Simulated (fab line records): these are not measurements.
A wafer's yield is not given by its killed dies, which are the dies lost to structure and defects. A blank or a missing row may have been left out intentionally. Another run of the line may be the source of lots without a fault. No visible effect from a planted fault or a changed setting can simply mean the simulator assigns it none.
The tool behind it: which one? ; flow sky130 ; 33 wafers sampled from 11 lots at 1 step of a route of 708

WHAT THE GAUGES SHOWED, per wafer
SKY_METAL2_OVL_MEAS_16.
lot;measured;on;METAL2_OVL (nm)
L134;day 35 19:04;overlay-01;-7 -3 -3
L135;day 36 08:38;overlay-01;-2 0 -1
L137;day 36 20:23;overlay-02;-7 -1 -9
L138;day 36 22:45;overlay-02;9 7 0
L139;day 37 10:47;overlay-01;0 1 0
L148;day 39 22:34;overlay-01;-5 6 -1
L149;day 40 12:05;overlay-02;4 14 4
L150;day 40 16:35;overlay-01;-14 -7 -14
L153;day 41 04:05;overlay-02;2 5 1
L154;day 41 19:23;overlay-02;-1 -8 2
L156;day 42 12:57;overlay-02;5 1 9

WHAT TOOL EACH LOT RAN ON (gives the tool, then ch and the chambers of the sampled wafers, and finally the start)
Before these readings, the record contains no process step.

WHAT THE TOOLS THEMSELVES READ (means of the sampled wafers that have a number; where no wafer has one, the mark that the record gives instead)
The record holds no such reading with a usual standard deviation.

THE ANSWER, worked out from the rows above alone
Rule: usual is defined by the lots themselves. Put in order of their means at a reading, lots are off if they are a third of the lots or fewer, leave a main group of 4 or more, and stand apart from it by a gap of 3 or more times the standard deviation of the main group's means; of several such gaps the widest counts. A main group whose means are all the same, to the digits that the tables above print for the reading, isn't used. A lot without any number at a reading at which 4 lots or more have one is off too. Where the step has rows for the other lots, those lots are counted as sound. Order of review: gauges by route order, followed by the tools' own readings, for which a lot's mean as printed above is used. The first step at which some lot is off is used, and at that step the reading that is off furthest; a lot without a number counts as furthest.
No lot is off on any of the readings shown, so nothing can be concluded from this.

WHAT THE SIMULATOR HAD INSERTED
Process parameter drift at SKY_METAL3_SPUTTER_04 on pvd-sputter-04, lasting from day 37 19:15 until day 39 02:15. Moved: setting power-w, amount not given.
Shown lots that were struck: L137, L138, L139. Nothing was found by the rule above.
